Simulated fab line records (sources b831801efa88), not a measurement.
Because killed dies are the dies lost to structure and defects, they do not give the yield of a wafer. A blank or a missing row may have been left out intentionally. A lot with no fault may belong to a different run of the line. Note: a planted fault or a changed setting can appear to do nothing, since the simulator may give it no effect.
Split-lot study    flow gf180mcu    23 wafers read from 5 lots, route of 602 steps

ON THE SPLIT
At GF_M3_SPUTTER_04 (material TiN, target thk 50 nm, time 41.7 s), the setting power_w was moved away from the recipe's 6500 W on 10 of the 23 wafers read, by -10.5% to +7.2%. All remaining wafers had this setting at the recipe value.

The reading comes from the split's own step.

THE READING
TiN_of_M3_SPUTTER_04.thk_nm (the simulator's own value, which no gauge read), in nm, at GF_M3_SPUTTER_04 (material TiN, target thk 50 nm, time 41.7 s). The file gives no usual value for it. Across the 13 wafers here that went through the recipe, the average is 49.64 nm and the standard deviation 0.53 nm.

wafer   tool, chamber at the split  power_w as run, W  against the recipe  TiN_of_M3_SPUTTER_04.thk_nm, nm  against lot-mates on the recipe
L077.2  pvd_sputter-02, -           6500               recipe              49.63                            -
L077.3  pvd_sputter-02, -           6500               recipe              49.64                            -
L077.4  pvd_sputter-02, -           6880               +5.8%               52.85                            +3.21
L077.5  pvd_sputter-02, -           6880               +5.8%               53.72                            +4.08
L077.6  pvd_sputter-02, -           6880               +5.8%               51.89                            +2.25
L076.1  pvd_sputter-01, -           6969               +7.2%               53.5                             +4.53
L076.2  pvd_sputter-01, -           6500               recipe              48.82                            -
L076.3  pvd_sputter-01, -           6969               +7.2%               52.81                            +3.84
L076.5  pvd_sputter-01, -           6500               recipe              48.88                            -
L076.6  pvd_sputter-01, -           6500               recipe              49.2                             -
L081.2  pvd_sputter-03, -           6500               recipe              49.34                            -
L081.3  pvd_sputter-03, -           6500               recipe              49.72                            -
L081.4  pvd_sputter-03, -           6500               recipe              50                               -
L080.2  pvd_sputter-01, -           6500               recipe              50.1                             -
L080.3  pvd_sputter-01, -           5815               -10.5%              44.71                            -5.64
L080.4  pvd_sputter-01, -           5815               -10.5%              45.76                            -4.59
L080.5  pvd_sputter-01, -           6500               recipe              50.3                             -
L080.6  pvd_sputter-01, -           6500               recipe              50.66                            -
L083.2  pvd_sputter-02, -           6899               +6.1%               52.81                            +3.30
L083.3  pvd_sputter-02, -           6899               +6.1%               52.88                            +3.37
L083.4  pvd_sputter-02, -           6500               recipe              49.18                            -
L083.5  pvd_sputter-02, -           6500               recipe              49.85                            -
L083.6  pvd_sputter-02, -           6899               +6.1%               53.12                            +3.60

THE FIT
A straight line over all 23 wafers: TiN_of_M3_SPUTTER_04.thk_nm changes by +0.471 nm for each +1% of power_w; r = +0.97; the points scatter about the line by 0.58 nm.
The same after taking each lot's own level away (the mean of its wafers on the recipe; 23 wafers): +0.524 nm for each +1%; r = +0.99; scatter 0.42 nm.
According to that fit, moving power_w by its largest amount changes the reading by 5.5 nm.
The lots' own levels span 48.967 to 50.353 nm, that is 2.6 times the standard deviation above.
In other words, the slope is changed by the lot-to-lot level; the two fits disagree.
Check: for one of the wafers moved furthest among these (-10.5%), held out of the fit, the line's prediction against its lot-mates is -5.3 nm. It came out at -5.64 nm against them.

THESE WAFERS: OTHER SPLITS
Note: prior to the reading, these wafers also went through further splits. Each is held against what the fit with the lots' levels taken away leaves over:
other split on the same wafers    wafers away from the commonest value  r with TiN_of_M3_SPUTTER_04.thk_nm (lot level and that fit taken away)
GF_HV_LDD_CVD_56 temp_c           15                                    -0.05
GF_HV_LDD_ETCHBACK_58 source_w    8                                     -0.47
GF_PSD_DEVELOP_06 develop_time_s  9                                     -0.20
GF_PSD_IMPLANT_09 energy_kev      6                                     -0.13
GF_CONTACT_SPUTTER_22 time_s      9                                     +0.07
GF_M1_EXPOSE_11 dose_mj           5                                     +0.23
GF_M1_METAL_ETCH_16 icp_w         10                                    -0.07
GF_V1_COAT_09 resist_thk_nm       7                                     -0.25
GF_M2_SPUTTER_03 power_w          5                                     +0.19

FILE'S OWN FIT
TiN_of_M3_SPUTTER_04.thk_nm changes by +0.527 nm for each +1% of power_w, r = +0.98.
